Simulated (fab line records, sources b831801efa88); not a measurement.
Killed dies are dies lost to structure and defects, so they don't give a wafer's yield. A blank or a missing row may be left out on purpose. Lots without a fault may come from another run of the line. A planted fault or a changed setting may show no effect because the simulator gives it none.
Which tool did it? | flow sky130 | 12 lots, 36 wafers sampled, at 2 steps of a route of 708

WHAT THE GAUGES READ, wafer by wafer
SKY_SONOS_ONO_THK_MEAS_05. Usual: SONOS_ONO_CVD_04_THK 5.52 nm, standard deviation 0.11.
lot  | measured     | on            | SONOS_ONO_CVD_04_THK (nm)     | flag
L557 | day 11 09:19 | film_metro-01 | 5.70 5.65 5.67                |
L558 | day 12 02:29 | film_metro-02 | 5.63 5.50 5.64                |
L559 | day 12 04:50 | film_metro-04 | 5.45 5.40 5.42                |
L560 | day 12 13:14 | film_metro-04 | 5.58 5.60 5.45                |
L561 | day 12 22:13 | film_metro-01 | 5.28 5.38 5.38                |
L562 | day 13 07:50 | film_metro-04 | 5.49 5.42 5.46                |
L564 | day 14 07:35 | film_metro-04 | 5.44 5.49 5.52                |
L569 | day 15 15:48 | film_metro-04 | 5.45 5.47 5.50                |
L570 | day 15 17:02 | film_metro-02 | 5.78 5.70 5.69                |
L571 | day 16 03:55 | film_metro-04 | 6.09 6.08 6.13 6.02 5.98 6.11 | OFF
L572 | day 16 16:22 | film_metro-01 | 5.86 5.94 5.91 5.92 5.97 5.90 | OFF
L573 | day 17 02:28 | film_metro-04 | 6.05 5.99 6.07 6.10 6.01 6.06 | OFF

WHICH TOOL RAN EACH LOT (tool, then ch and the chambers of the sampled wafers, then the start)
lot  | SKY_SONOS_ONO_CVD_04
L557 | lpcvd-03 ch 1, day 11 08:03
L558 | lpcvd-03 ch 1, day 12 01:14
L559 | lpcvd-03 ch 0, day 12 03:33
L560 | lpcvd-03 ch 1, day 12 11:59
L561 | lpcvd-03 ch 1, day 12 20:58
L562 | lpcvd-03 ch 1, day 13 06:35
L564 | lpcvd-03 ch 0, day 14 06:19
L569 | lpcvd-03 ch 1, day 15 14:32
L570 | lpcvd-03 ch 0, day 15 15:47
L571 | lpcvd-03 ch 1, day 16 02:40
L572 | lpcvd-03 ch 1, day 16 15:05
L573 | lpcvd-03 ch 0, day 17 01:13
- SKY_SONOS_ONO_CVD_04: deposits SiO2 from SiH4/N2O, target thk 5.7199 nm.

WHAT THE TOOLS THEMSELVES READ (means of the sampled wafers that have a number; where no wafer has one, the mark that the record gives instead)
The record holds no such reading with a usual standard deviation.

THE ANSWER, worked out from the rows above alone
Rule: a lot is off if the mean of its wafers that have a number lies more than 3 standard deviations from the usual mean. A lot without any number at a reading at which 4 lots or more have one is off too. The other lots that the step has rows for count as sound. The gauges are gone through in route order, then the tools' own readings, and for those a lot's mean is taken as printed above. The first step at which some lot is off is used, and at that step the reading that is off furthest; a lot without a number counts as furthest.
Off: L571, L572, L573, at SKY_SONOS_ONO_THK_MEAS_05 (SONOS_ONO_CVD_04_THK).
A tool fits if, at a process step before that reading, it ran every lot that is off, and no sound lot after the first of them. The gauges at SKY_SONOS_ONO_THK_MEAS_05 are tried like those tools. One fits: lpcvd-03 at SKY_SONOS_ONO_CVD_04. Its last sound lot is L570 (day 15 15:47), its first lot that is off L571 (day 16 02:40): a fault that began between those two fits.

WHAT THE SIMULATOR HAD PUT IN
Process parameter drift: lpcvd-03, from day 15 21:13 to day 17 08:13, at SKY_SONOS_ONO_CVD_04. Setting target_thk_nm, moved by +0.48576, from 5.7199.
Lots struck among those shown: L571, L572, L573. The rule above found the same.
